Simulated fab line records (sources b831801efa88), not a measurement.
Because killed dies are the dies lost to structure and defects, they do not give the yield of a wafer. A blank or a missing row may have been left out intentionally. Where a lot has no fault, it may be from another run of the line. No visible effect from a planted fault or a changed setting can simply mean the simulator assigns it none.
Matching of chambers -- flow sky130 -- rie_diel-03 running SKY_POLY_GATE_ETCH_15: 4 sister chambers
The step etches BARC in N2/H2, stops on SiO2, time 118.5 s, target depth 110 nm. 8 wafers are shown with their chamber, then 7 later ones without.

## EACH WAFER AND ITS CHAMBER
wafer,chamber,drypump_motor_current_A (A),rf_fwd_power_W (W)
L079.3,3,5.1,499.2
L078.2,0,5.5,494.0
L078.5,2,5.7,495.0
L081.1,1,5.3,498.1
L081.3,2,5.7,495.9
L081.6,1,5.3,498.6
L084.3,3,5.1,493.7
L084.4,0,5.4,496.9

## WAFERS WITHOUT THEIR CHAMBER
wafer,drypump_motor_current_A (A),rf_fwd_power_W (W)
L084.6,5.3,499.6
L086.2,5.5,495.7
L086.4,5.3,496.2
L086.6,5.7,494.4
L097.1,5.6,497.4
L097.2,5.5,495.2
L097.4,5.2,499.4

## EACH ONE'S CHAMBER
wafer,from the rows above,in truth
L084.6,1,1
L086.2,0,0
L086.4,1,1
L086.6,2,2
L097.1,can't be placed: 2 or 0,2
L097.2,0,0
L097.4,can't be placed: 1 or 3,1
Correct placement for 5 of the 7. Cannot be placed on the basis of these rows: 2; the candidates contain the true chamber in 2. 0 placed wrongly.
How it was worked out, from the rows above alone: a wafer's distance from a chamber is the root of the sum, over the readings, of the square of ((its reading less the chamber's mean) divided by the reading's scatter). If the next closest chamber is less than 2 further off than the closest, the wafer can't be placed; otherwise it belongs to the closest. For every chamber, the mean is computed from those of its wafers that are shown. The scatter is the square root of a quotient: the sum, over the shown wafers, of each reading's squared deviation from its chamber's mean, divided by wafers minus chambers.
